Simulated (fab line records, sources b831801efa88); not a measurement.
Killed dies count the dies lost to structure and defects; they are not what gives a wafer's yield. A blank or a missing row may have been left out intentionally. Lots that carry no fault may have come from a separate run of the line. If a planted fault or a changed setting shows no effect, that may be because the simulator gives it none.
fab line records | flow sky130
record: lots: 12 wafers: 36 last_day: 51
route steps=708 shown LI_CONTACT@376 LOCAL_INTERCONNECT@399 PAD_OPEN@708
lots that met no fault: from a run of the same line without faults
start_h: hours from the record's opening day to when the first of the lot's shown wafers began | wait_h: hours elapsed since this lot's preceding step | " the same as in the row above | L1.1+2: one row covering several wafers at once | - value missing, or start not given | * or withheld: withheld | < > ~ a bound
route shown NAME@n: a module of which the file shows steps, and the number in the route of the first | usual: mean/standard deviation of fault-free wafers | same: alike in all rows | chamber/n: place in a boat | sites: each site's reading | _std_site: the standard deviation of these | _edge_site: mean of outer sites minus mean of inner sites | radius_mm: how far each site lies from the wafer's centre | mask NAME#n: copy n | behind: the tool/chamber that last shaped the wafer | hold: reason for holding the lot/hours on hold/outcome of the hold | device: the transistor (n, p or np) that didn't switch | end of line: tests run on the same wafers once the route is complete | for a step that has no rows: nothing shown but its recipe | killed: at the first sort, the dies lost to defects and structure; wafer yield is something else | map: a wafer's dies, x killed, . not, _ none there
set.NAME: the setting as run; set.NAME@STEP: as run at that earlier step | model.NAME: the simulator's own value behind a step, which no gauge read
steps of the route over a sample of lots; a table a step, a row a wafer
services: a tool's chamber out of use, with start hour (start_h, from the record's first day; less than 0 if before it), hours out, and reason
== steps ==
step: SKY_LI_CONTACT_ETCH_14
recipe: chemistry: N2/H2 target: BARC ion_energy_ev: 200 source_w: 500 bias_w: 100 pressure_mtorr: 30 n2_flow_sccm: 100 h2_flow_sccm: 200 stop_on: SiO2 time_s: 45.9 target_depth_a: 600
usual: bias_w: 100.0/0.32 drypump_motor_current_A: 5.6/0.35 oes_product_au: 0.854/0.0048 throttle_valve_pct: 13.226/0.0095
columns lot.wafer tool chamber start_h wait_h bias_w drypump_motor_current_A oes_product_au rf_hours_counter_h throttle_valve_pct
L807.4 rie_diel-03 2 735.99 0.0 100.7 5.5 0.860 11 13.230
L807.5 " 0 " " 100.2 5.6 0.864 - 13.224
L807.6 " 3 " " 100.5 5.2 0.845 - 13.226
L808.1 rie_diel-04 1 736.12 0.0 100.3 5.7 0.860 6 13.225
L808.4 " 2 " " 100.0 5.6 0.861 10 13.218
L808.5 " 1 " " 100.3 5.7 0.857 - 13.227
L809.3 rie_diel-02 0 736.77 0.0 99.6 6.0 0.859 8 13.222
L809.5 " 2 " " 100.2 5.8 0.856 - 13.217
L809.6 " 3 " " 100.2 6.0 0.853 - 13.232
L815.2 rie_diel-04 2 785.57 0.0 100.3 5.6 0.852 11 13.239
L815.4 " 3 " " 100.2 4.7 0.858 30 13.218
L815.6 " 1 " " 100.0 5.7 0.853 - 13.206
L817.2 rie_diel-04 2 806.69 0.0 100.2 5.6 0.856 12 13.224
L817.5 " 2 " " 100.5 5.6 0.845 - 13.225
L817.6 " 3 " " 100.1 4.7 0.857 - 13.226
L818.2 rie_diel-04 1 814.38 0.0 99.6 5.8 0.850 9 13.233
L818.3 " 2 " " 100.0 5.6 0.854 13 13.238
L818.4 " 0 " " 100.1 5.7 0.861 7 13.232
L819.2 rie_diel-03 2 820.32 0.0 100.1 5.5 0.855 13 13.231
L819.3 " 1 " " 100.0 5.1 0.859 4 13.206
L819.5 " 0 " " 100.5 5.6 0.855 - 13.226
L820.2 rie_diel-02 3 825.88 0.0 100.5 6.0 0.846 3 13.217
L820.4 " 1 " " 100.4 5.9 0.851 21 13.218
L820.5 " 3 " " 100.4 6.0 0.860 - 13.227
L821.2 rie_diel-03 3 826.83 0.0 100.5 5.2 0.855 9 13.233
L821.3 " 2 " " 99.7 5.5 0.864 13 13.226
L821.6 " 2 " " 99.7 5.5 0.855 - 13.224
L823.1 rie_diel-02 3 840.88 0.0 100.1 6.0 0.857 3 13.226
L823.5 " 3 " " 100.1 6.0 0.857 - 13.237
L823.6 " 0 " " 99.8 5.9 0.853 - 13.219
L825.1 rie_diel-03 0 867.54 0.0 99.4 5.6 0.858 17 13.215
L825.4 " 1 " " 99.8 5.1 0.860 6 13.237
L825.5 " 2 " " 100.2 5.5 0.851 - 13.240
L824.1 rie_diel-04 1 896.92 0.0 99.9 5.7 0.850 11 13.234
L824.2 " 0 " " 99.9 5.7 0.857 9 13.219
L824.6 " 3 " " 99.6 4.7 0.856 - 13.232
step: SKY_LI_CONTACT_SPUTTER_19
recipe: material: Ti target_thk_nm: 20 chamber_pressure_pa: 5 power_w: 2500 substrate_temp_c: 200 time_s: 106.37
usual: cathode_dc_power_W: 2500.0/0.42 chamber_pressure_pa: 4.999/0.01 throttle_valve_pct: 30.7/1.2
columns lot.wafer tool chamber start_h wait_h cathode_dc_power_W chamber_pressure_pa throttle_valve_pct
L807.4 pvd_sputter-01 - 736.41 0.0 2500.2 4.993 30.5
L807.5 " - " " 2500.4 4.998 29.6
L807.6 " - " " 2499.6 5.006 30.4
L808.1 pvd_sputter-02 - 736.54 0.0 2500.3 5.000 28.2
L808.4 " - " " 2499.9 5.001 31.8
L808.5 " - " " 2500.2 5.006 31.1
L809.3 pvd_sputter-03 - 737.22 0.0 2499.7 5.000 31.5
L809.5 " - " " 2500.3 4.987 29.6
L809.6 " - " " 2500.3 4.998 31.1
L815.2 pvd_sputter-01 - 785.99 0.0 2500.5 5.001 29.9
L815.4 " - " " 2500.0 4.984 29.8
L815.6 " - " " 2499.8 5.006 30.4
L817.2 pvd_sputter-01 - 807.11 0.0 2499.2 4.995 30.4
L817.5 " - " " 2500.1 5.014 30.2
L817.6 " - " " 2500.4 4.995 30.4
L818.2 pvd_sputter-01 - 814.81 0.0 2498.9 4.995 30.0
L818.3 " - " " 2500.4 4.979 29.5
L818.4 " - " " 2499.4 5.005 29.9
L819.2 pvd_sputter-03 - 820.76 0.0 2500.0 4.989 31.4
L819.3 " - " " 2500.2 5.010 29.6
L819.5 " - " " 2500.3 5.007 32.9
L820.2 pvd_sputter-03 - 826.31 0.0 2500.5 4.998 31.0
L820.4 " - " " 2500.2 4.988 33.0
L820.5 " - " " 2500.1 5.008 29.8
L821.2 pvd_sputter-01 - 827.27 0.0 2500.5 5.003 29.8
L821.3 " - " " 2499.5 4.993 29.9
L821.6 " - " " 2499.8 4.995 30.3
L823.1 pvd_sputter-03 - 841.31 0.0 2500.3 5.011 31.1
L823.5 " - " " 2499.6 5.010 31.9
L823.6 " - " " 2500.4 5.005 33.0
L825.1 pvd_sputter-03 - 867.96 0.0 2499.8 4.996 33.0
L825.4 " - " " 2499.7 4.986 31.2
L825.5 " - " " 2500.6 5.006 29.6
L824.1 pvd_sputter-03 - 897.36 0.0 2499.8 4.987 30.8
L824.2 " - " " 2499.8 4.992 31.3
L824.6 " - " " 2500.1 5.010 31.4
step: SKY_LI_CONTACT_SPUTTER_20
recipe: material: TiN target_thk_nm: 20 chamber_pressure_pa: 5 power_w: 4000 time_s: 80
usual: cathode_dc_power_W: 4000.1/0.68 chamber_pressure_pa: 5.001/0.0092 throttle_valve_pct: 30.7/1.2
columns lot.wafer tool chamber start_h wait_h cathode_dc_power_W chamber_pressure_pa throttle_valve_pct
L807.4 pvd_sputter-01 - 736.49 0.0 - - -
L807.5 " - " " - - -
L807.6 " - " " - - -
L808.1 pvd_sputter-02 - 736.62 0.0 - - -
L808.4 " - " " - - -
L808.5 " - " " - - -
L809.3 pvd_sputter-03 - 737.29 0.0 - - -
L809.5 " - " " - - -
L809.6 " - " " - - -
L815.2 pvd_sputter-01 - 786.07 0.0 3999.1 5.002 29.8
L815.4 " - " " 3999.0 5.004 29.5
L815.6 " - " " 3999.3 5.012 30.5
L817.2 pvd_sputter-01 - 807.19 0.0 4001.5 4.998 30.1
L817.5 " - " " 4000.6 5.000 30.4
L817.6 " - " " 4001.4 4.991 30.3
L818.2 pvd_sputter-01 - 814.88 0.0 4000.0 5.010 30.3
L818.3 " - " " 4000.7 5.000 29.4
L818.4 " - " " 4000.0 4.983 30.1
L819.2 pvd_sputter-03 - 820.83 0.0 3999.5 4.997 31.6
L819.3 " - " " 4001.4 5.015 29.2
L819.5 " - " " 3999.7 5.006 32.9
L820.2 pvd_sputter-03 - 826.38 0.0 3999.4 5.003 30.9
L820.4 " - " " 3999.9 5.009 33.0
L820.5 " - " " 3999.8 5.000 29.6
L821.2 pvd_sputter-01 - 827.35 0.0 4001.1 5.010 29.8
L821.3 " - " " 4000.8 4.999 29.9
L821.6 " - " " 3999.7 5.003 30.2
L823.1 pvd_sputter-03 - 841.38 0.0 4000.7 5.006 31.0
L823.5 " - " " 4000.4 5.006 31.6
L823.6 " - " " 3999.9 4.994 33.1
L825.1 pvd_sputter-03 - 868.03 0.0 4000.5 5.008 33.0
L825.4 " - " " 4000.1 4.983 30.9
L825.5 " - " " 4000.0 5.007 29.6
L824.1 pvd_sputter-03 - 897.43 0.0 4001.0 4.990 30.8
L824.2 " - " " 3998.1 5.002 31.4
L824.6 " - " " 4000.0 5.014 31.6
step: SKY_LOCAL_INTERCONNECT_OVL_MEAS_12
usual: LOCAL_INTERCONNECT_OVL: 1/4.6
columns lot.wafer tool chamber start_h wait_h LOCAL_INTERCONNECT_OVL[nm]
L815.2 overlay-01 - 813.89 0.1 -2
L815.4 " - " " 2
L815.6 " - " " -4
L817.2 overlay-01 - 834.39 0.1 1
L817.5 " - " " 6
L817.6 " - " " -4
L818.2 overlay-01 - 841.84 0.1 1
L818.3 " - " " -4
L818.4 " - " " -1
L819.2 overlay-02 - 847.24 0.1 -3
L819.3 " - " " -1
L819.5 " - " " 3
L820.2 overlay-02 - 853.00 0.1 -3
L820.4 " - " " -4
L820.5 " - " " 0
L821.2 overlay-02 - 853.56 0.1 8
L821.3 " - " " -9
L821.6 " - " " 2
L823.1 overlay-01 - 867.60 0.1 11
L823.5 " - " " 17
L823.6 " - " " 7
L825.1 overlay-02 - 895.10 0.1 -2
L825.4 " - " " 7
L825.5 " - " " 2
L824.1 overlay-01 - 923.25 0.1 0
L824.2 " - " " 2
L824.6 " - " " -3
step: SKY_PAD_OPEN_PROBE_99
usual: killed_at_M0_to_M3: 45/6.9 killed_at_M4_up: 3.2/1.8 killed_at_contacts: 25/5.3 killed_at_front_end: 16/4.3 killed_at_other: 0.2/0.52 killed_dies: 88/8.7 killed_on_rim: 18/3.6 killed_open: 48/6.5 killed_short: 40/6
same: gross_dies: 492 killed_at_back_side: 0
columns lot.wafer tool chamber start_h wait_h hold killed_at_M0_to_M3 killed_at_M4_up killed_at_contacts killed_at_front_end killed_at_other killed_dies killed_on_rim killed_open killed_short
L807.4 prober-02 - 1113.33 0.2 await_dispo/3.1h/scrap 39 4 428 21 0 492 96 48 39
L807.5 prober-02 - 1113.38 0.2 await_dispo/3.1h/scrap 37 3 439 13 0 492 96 49 37
L807.6 prober-02 - 1113.43 0.2 await_dispo/3.1h/scrap 45 4 430 13 0 492 96 51 43
L808.1 prober-01 - 1117.02 0.1 await_dispo/2.2h/scrap 57 2 419 13 1 492 96 61 35
L808.4 prober-01 - 1117.17 0.2 await_dispo/2.2h/scrap 46 2 430 14 0 492 96 45 34
L808.5 prober-01 - 1117.22 0.2 await_dispo/2.2h/scrap 41 5 431 14 1 492 96 39 37
L809.3 prober-02 - 1117.99 0.2 await_dispo/1.2h/scrap 53 7 421 11 0 492 96 50 43
L809.5 prober-02 - 1118.09 0.2 await_dispo/1.2h/scrap 47 7 425 13 0 492 96 42 45
L809.6 prober-02 - 1118.14 0.2 await_dispo/1.2h/scrap 53 4 420 15 0 492 96 36 55
L815.2 prober-02 - 1158.15 0.1 - 47 4 17 22 0 90 22 48 42
L815.4 prober-02 - 1158.25 0.2 - 49 1 25 12 0 87 18 49 38
L815.6 prober-02 - 1158.35 0.2 - 37 2 24 15 0 78 14 44 33
L817.2 prober-02 - 1173.19 0.1 - 45 3 21 16 0 85 13 45 40
L817.5 prober-02 - 1173.34 0.2 - 42 3 17 13 0 75 17 40 34
L817.6 prober-02 - 1173.39 0.2 - 38 6 29 22 0 95 17 56 39
L818.2 prober-01 - 1176.59 0.1 - 40 5 35 15 0 95 16 52 43
L818.3 prober-01 - 1176.64 0.2 - 46 4 25 21 0 96 18 57 39
L818.4 prober-01 - 1176.69 0.2 - 55 2 17 17 0 91 21 50 41
L819.2 prober-02 - 1179.88 0.1 - 54 2 30 12 0 98 15 53 45
L819.3 prober-02 - 1179.93 0.2 - 35 1 29 16 1 82 18 40 42
L819.5 prober-02 - 1180.03 0.2 - 48 3 26 14 0 91 19 57 34
L820.2 prober-01 - 1181.39 0.1 - 52 5 16 9 0 82 19 34 47
L820.4 prober-01 - 1181.49 0.2 - 48 2 27 14 1 92 15 44 47
L820.5 prober-01 - 1181.54 0.2 - 40 5 21 17 1 84 20 46 38
L821.2 prober-02 - 1183.10 0.1 - 46 5 27 10 0 88 21 50 38
L821.3 prober-02 - 1183.15 0.2 - 39 5 30 18 3 95 20 52 40
L821.6 prober-02 - 1183.30 0.2 - 44 3 33 12 1 93 19 56 37
L823.1 prober-02 - 1187.01 0.1 - 29 4 24 12 0 69 12 45 24
L823.5 prober-02 - 1187.21 0.2 - 44 2 23 12 0 81 20 46 35
L823.6 prober-02 - 1187.26 0.2 - 42 3 26 16 0 87 15 48 39
L825.1 prober-01 - 1207.96 0.1 - 44 2 24 17 0 87 17 51 36
L825.4 prober-01 - 1208.11 0.2 - 38 2 22 15 1 78 18 45 33
L825.5 prober-01 - 1208.16 0.2 - 47 5 21 24 0 97 23 60 36
L824.1 prober-01 - 1225.74 0.1 - 39 3 20 23 0 85 14 49 36
L824.2 prober-01 - 1225.79 0.1 - 50 0 30 17 0 97 18 60 37
L824.6 prober-01 - 1225.99 0.2 - 33 0 39 8 0 80 15 46 34
killed by level:class
L807.4 LI_CONTACT:area_sputter=402 CONTACT:geometric_particle:open=13 VIA1:geometric_particle:open=11 VIA1:geometric_particle:short=10 VIA2:geometric_particle:open=6 FIELD_ISO:geometric_particle:open=5 FIELD_ISO:geometric_particle:short=5 POLY_GATE:geometric_particle:short=5
L807.5 LI_CONTACT:area_sputter=405 CONTACT:geometric_particle:open=12 VIA1:geometric_particle:open=11 LI_CONTACT:geometric_particle:open=7 CONTACT:geometric_particle:short=6 METAL2:geometric_particle:short=6 VIA2:geometric_particle:open=6 LOCAL_INTERCONNECT:geometric_particle:short=5
L807.6 LI_CONTACT:area_sputter=398 VIA1:geometric_particle:open=12 CONTACT:geometric_particle:open=10 LI_CONTACT:geometric_particle:open=8 METAL1:geometric_particle:short=7 VIA3:geometric_particle:open=6 LI_CONTACT:geometric_particle:short=6 POLY_GATE:geometric_particle:short=5
L808.1 LI_CONTACT:area_sputter=394 VIA1:geometric_particle:open=14 CONTACT:geometric_particle:open=10 VIA3:geometric_particle:open=9 LI_CONTACT:geometric_particle:open=8 VIA1:geometric_particle:short=7 METAL1:geometric_particle:short=5 METAL2:geometric_particle:open=5
L808.4 LI_CONTACT:area_sputter=411 VIA1:geometric_particle:open=11 VIA3:geometric_particle:open=10 FIELD_ISO:geometric_particle:open=6 LI_CONTACT:geometric_particle:open=5 METAL1:geometric_particle:short=5 METAL2:geometric_particle:short=5 LOCAL_INTERCONNECT:geometric_particle:short=4
L808.5 LI_CONTACT:area_sputter=412 VIA3:geometric_particle:open=10 CONTACT:geometric_particle:open=7 VIA1:geometric_particle:short=7 METAL1:geometric_particle:short=6 VIA2:geometric_particle:open=6 METAL2:geometric_particle:short=5 LI_CONTACT:geometric_particle:open=4
L809.3 LI_CONTACT:area_sputter=392 VIA1:geometric_particle:open=13 VIA2:geometric_particle:open=8 LI_CONTACT:geometric_particle:open=6 CONTACT:geometric_particle:short=6 METAL4:geometric_particle:short=6 METAL1:geometric_particle:short=5 METAL2:geometric_particle:short=5
L809.5 LI_CONTACT:area_sputter=402 CONTACT:geometric_particle:open=8 VIA3:geometric_particle:open=7 METAL1:geometric_particle:short=6 VIA1:geometric_particle:open=6 METAL2:geometric_particle:short=6 VIA2:geometric_particle:open=6 VIA1:geometric_particle:short=5
L809.6 LI_CONTACT:area_sputter=399 METAL2:geometric_particle:short=13 POLY_GATE:geometric_particle:short=8 VIA1:geometric_particle:open=8 VIA2:geometric_particle:open=7 VIA3:geometric_particle:open=6 LI_CONTACT:geometric_particle:short=5 POLY_GATE:geometric_particle:open=4
L815.2 FIELD_ISO:geometric_particle:open=10 VIA1:geometric_particle:open=9 LOCAL_INTERCONNECT:geometric_particle:short=6 VIA1:geometric_particle:short=6 METAL2:geometric_particle:short=6 VIA2:geometric_particle:open=6 POLY_GATE:geometric_particle:short=5 LI_CONTACT:geometric_particle:open=5
L815.4 VIA2:geometric_particle:open=11 CONTACT:geometric_particle:open=10 VIA1:geometric_particle:open=9 METAL1:geometric_particle:short=8 LI_CONTACT:geometric_particle:open=6 VIA1:geometric_particle:short=5 POLY_GATE:geometric_particle:short=4 LOCAL_INTERCONNECT:geometric_particle:short=4
L815.6 LI_CONTACT:geometric_particle:open=8 VIA3:geometric_particle:open=8 CONTACT:geometric_particle:open=7 VIA1:geometric_particle:open=7 CONTACT:geometric_particle:short=6 VIA1:geometric_particle:short=5 POLY_GATE:geometric_particle:open=4 METAL1:geometric_particle:short=4
L817.2 CONTACT:geometric_particle:open=11 METAL2:geometric_particle:short=9 VIA2:geometric_particle:open=9 VIA1:geometric_particle:open=7 METAL1:geometric_particle:short=5 VIA1:geometric_particle:short=5 FIELD_ISO:geometric_particle:open=4 POLY_GATE:geometric_particle:short=4
L817.5 CONTACT:geometric_particle:open=10 METAL1:geometric_particle:short=7 VIA1:geometric_particle:open=7 VIA2:geometric_particle:short=6 VIA2:geometric_particle:open=6 LI_CONTACT:geometric_particle:open=5 METAL3:geometric_particle:short=4 FIELD_ISO:geometric_particle:short=3
L817.6 CONTACT:geometric_particle:open=11 CONTACT:geometric_particle:short=8 VIA1:geometric_particle:open=8 FIELD_ISO:geometric_particle:open=6 POLY_GATE:geometric_particle:open=6 VIA3:geometric_particle:open=5 VIA2:geometric_particle:open=5 METAL4:geometric_particle:short=5
L818.2 CONTACT:geometric_particle:open=14 LI_CONTACT:geometric_particle:open=7 CONTACT:geometric_particle:short=7 VIA1:geometric_particle:open=7 VIA2:geometric_particle:open=5 VIA3:geometric_particle:open=5 FIELD_ISO:geometric_particle:open=4 VIA1:geometric_particle:short=4
L818.3 VIA1:geometric_particle:open=12 VIA1:geometric_particle:short=10 LI_CONTACT:geometric_particle:open=8 CONTACT:geometric_particle:open=8 VIA3:geometric_particle:open=7 METAL2:geometric_particle:short=6 POLY_GATE:geometric_particle:open=5 POLY_GATE:geometric_particle:short=5
L818.4 VIA1:geometric_particle:open=14 METAL1:geometric_particle:short=8 CONTACT:geometric_particle:open=7 VIA2:geometric_particle:open=7 POLY_GATE:geometric_particle:short=6 VIA1:geometric_particle:short=6 METAL3:geometric_particle:short=5 METAL2:geometric_particle:short=5
L819.2 VIA1:geometric_particle:open=13 VIA2:geometric_particle:open=10 CONTACT:geometric_particle:open=10 METAL2:geometric_particle:short=8 CONTACT:geometric_particle:short=7 POLY_GATE:geometric_particle:short=6 LI_CONTACT:geometric_particle:open=6 LOCAL_INTERCONNECT:geometric_particle:short=5
L819.3 CONTACT:geometric_particle:open=11 METAL2:geometric_particle:short=8 LI_CONTACT:geometric_particle:short=7 VIA1:geometric_particle:open=7 FIELD_ISO:geometric_particle:short=6 LI_CONTACT:geometric_particle:open=5 FIELD_ISO:geometric_particle:open=3 POLY_GATE:geometric_particle:open=3
L819.5 CONTACT:geometric_particle:open=13 VIA3:geometric_particle:open=10 LI_CONTACT:geometric_particle:open=8 VIA1:geometric_particle:open=8 VIA2:geometric_particle:open=8 METAL1:geometric_particle:short=6 METAL2:geometric_particle:short=5 POLY_GATE:geometric_particle:short=4
L820.2 METAL2:geometric_particle:short=11 VIA1:geometric_particle:open=8 CONTACT:geometric_particle:short=5 LI_CONTACT:geometric_particle:open=5 VIA3:geometric_particle:open=5 VIA1:geometric_particle:short=5 VIA2:geometric_particle:open=5 METAL1:geometric_particle:short=4
L820.4 VIA1:geometric_particle:open=12 CONTACT:geometric_particle:open=11 CONTACT:geometric_particle:short=6 VIA3:geometric_particle:open=6 METAL1:geometric_particle:short=6 METAL3:geometric_particle:short=6 FIELD_ISO:geometric_particle:short=4 POLY_GATE:geometric_particle:short=4
L820.5 VIA1:geometric_particle:open=9 VIA3:geometric_particle:open=6 CONTACT:geometric_particle:open=6 LI_CONTACT:geometric_particle:open=5 METAL2:geometric_particle:short=5 FIELD_ISO:geometric_particle:open=4 FIELD_ISO:geometric_particle:short=4 METAL4:geometric_particle:short=4
L821.2 CONTACT:geometric_particle:open=10 VIA2:geometric_particle:open=9 VIA1:geometric_particle:open=8 VIA3:geometric_particle:open=7 LI_CONTACT:geometric_particle:open=6 METAL1:geometric_particle:short=6 CONTACT:geometric_particle:short=5 METAL2:geometric_particle:short=5
L821.3 CONTACT:geometric_particle:open=12 VIA2:geometric_particle:open=8 LI_CONTACT:geometric_particle:open=7 LOCAL_INTERCONNECT:geometric_particle:short=7 VIA3:geometric_particle:open=6 FIELD_ISO:geometric_particle:short=5 VIA2:geometric_particle:short=4 POLY_GATE:geometric_particle:short=4
L821.6 CONTACT:geometric_particle:open=15 VIA2:geometric_particle:open=10 LI_CONTACT:geometric_particle:open=7 VIA1:geometric_particle:open=7 FIELD_ISO:geometric_particle:open=5 METAL1:geometric_particle:short=5 CONTACT:geometric_particle:short=5 METAL2:geometric_particle:short=5
L823.1 CONTACT:geometric_particle:open=12 VIA1:geometric_particle:open=8 LI_CONTACT:geometric_particle:open=5 VIA3:geometric_particle:open=5 FIELD_ISO:geometric_particle:open=4 CONTACT:geometric_particle:short=4 METAL1:geometric_particle:short=3 POLY_GATE:geometric_particle:open=3
L823.5 VIA1:geometric_particle:open=14 METAL1:geometric_particle:short=6 LI_CONTACT:geometric_particle:open=6 LOCAL_INTERCONNECT:geometric_particle:short=6 CONTACT:geometric_particle:open=6 VIA3:geometric_particle:open=6 VIA1:geometric_particle:short=5 METAL2:geometric_particle:short=5
L823.6 CONTACT:geometric_particle:open=10 VIA3:geometric_particle:open=10 VIA2:geometric_particle:open=7 LI_CONTACT:geometric_particle:open=7 POLY_GATE:geometric_particle:short=5 VIA1:geometric_particle:open=5 METAL2:geometric_particle:short=5 FIELD_ISO:geometric_particle:short=4
L825.1 VIA1:geometric_particle:open=11 FIELD_ISO:geometric_particle:open=7 VIA2:geometric_particle:open=7 LOCAL_INTERCONNECT:geometric_particle:short=7 LI_CONTACT:geometric_particle:open=6 METAL2:geometric_particle:short=6 POLY_GATE:geometric_particle:open=5 CONTACT:geometric_particle:open=5
L825.4 CONTACT:geometric_particle:open=13 VIA1:geometric_particle:open=9 VIA3:geometric_particle:open=9 METAL2:geometric_particle:short=6 POLY_GATE:geometric_particle:short=5 VIA1:geometric_particle:short=5 METAL3:geometric_particle:short=4 FIELD_ISO:geometric_particle:open=3
L825.5 VIA1:geometric_particle:open=13 VIA2:geometric_particle:open=9 CONTACT:geometric_particle:open=8 FIELD_ISO:geometric_particle:short=7 LI_CONTACT:geometric_particle:open=7 FIELD_ISO:geometric_particle:open=6 METAL1:geometric_particle:short=6 CONTACT:geometric_particle:short=5
L824.1 CONTACT:geometric_particle:open=12 FIELD_ISO:geometric_particle:short=9 VIA1:geometric_particle:open=9 VIA3:geometric_particle:open=7 VIA2:geometric_particle:open=5 FIELD_ISO:geometric_particle:open=4 METAL1:geometric_particle:short=4 LI_CONTACT:geometric_particle:open=4
L824.2 VIA1:geometric_particle:open=11 CONTACT:geometric_particle:open=10 LI_CONTACT:geometric_particle:open=9 VIA2:geometric_particle:open=7 METAL2:geometric_particle:short=7 FIELD_ISO:geometric_particle:open=6 VIA3:geometric_particle:open=6 FIELD_ISO:geometric_particle:short=4
L824.6 LI_CONTACT:geometric_particle:open=12 CONTACT:geometric_particle:open=9 CONTACT:geometric_particle:short=7 VIA1:geometric_particle:open=6 LOCAL_INTERCONNECT:geometric_particle:short=5 VIA1:geometric_particle:short=5 POLY_GATE:geometric_particle:open=4 LI_CONTACT:geometric_particle:short=4
== services ==
columns tool chamber start_h hours kind
rie_diel-02 1 715.83 16.0 repair
pvd_sputter-03 - 732.01 3.8 repair
rie_diel-03 1 775.16 11.0 repair
pvd_sputter-03 - 780.42 9.9 repair
rie_diel-02 1 787.12 11.1 repair
pvd_sputter-01 - 789.67 2.1 repair
rie_diel-02 2 792.87 17.4 repair
rie_diel-03 2 805.79 12.2 repair
pvd_sputter-03 1 820.89 - consumable_replace:kit
pvd_sputter-03 1 820.89 18.0 scheduled_down
pvd_sputter-03 1 820.89 18.0 vent_cycle
rie_diel-04 3 833.16 - clean
rie_diel-04 3 833.16 14.2 scheduled_down
rie_diel-04 3 833.16 14.2 vent_cycle
rie_diel-02 2 836.68 4.6 repair
pvd_sputter-01 - 837.56 9.8 repair
rie_diel-03 1 851.73 1.2 repair
rie_diel-04 2 853.39 14.0 repair
rie_diel-02 1 860.73 - clean
rie_diel-02 1 860.73 22.0 scheduled_down
rie_diel-02 1 860.73 22.0 vent_cycle
rie_diel-02 0 865.13 4.1 repair
rie_diel-03 - 896.30 2.8 pm
rie_diel-02 - 896.32 1.2 repair
== key ==
first_sign: step: SKY_LI_CONTACT_SPUTTER_20 reading: tool_record direction: missing
effect: step: SKY_PAD_OPEN_PROBE_99 reading: killed_at_contacts direction: up sigmas: 76 usual: 25 struck: 427
more_kills_born_at: SKY_LI_CONTACT_SPUTTER_20@pvd_sputter-02: 1214 SKY_LI_CONTACT_SPUTTER_20@pvd_sputter-01: 1202 SKY_LI_CONTACT_SPUTTER_20@pvd_sputter-03: 1191
met_at SKY_LI_CONTACT_SPUTTER_20
struck_lots L807,L808,L809
later_rows_left_out L807.4,L807.5,L807.6,L808.1,L808.4,L808.5,L809.3,L809.5,L809.6
tester_left_out L807,L808,L809
not_acting_at SKY_LI_CONTACT_ETCH_14,SKY_LI_CONTACT_SPUTTER_19,SKY_LOCAL_INTERCONNECT_OVL_MEAS_12
fault: kind: skipped_step_whole tool: pvd_sputter-01,pvd_sputter-02,pvd_sputter-03 chamber: - onset_h: 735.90 steps: SKY_LI_CONTACT_SPUTTER_20 scope: struck_lots_only
tester_left_out: of these lots the tester's yield and bins aren't shown, on N5 and GAA mostly nor the transistor test; their killed dies are dies lost to structure and defects alone, not to doping, threshold or leakage, so they don't give the yield
later_rows_left_out: the simulator's readings of these wafers behind a module that went badly wrong aren't trusted and aren't shown, but for the sort
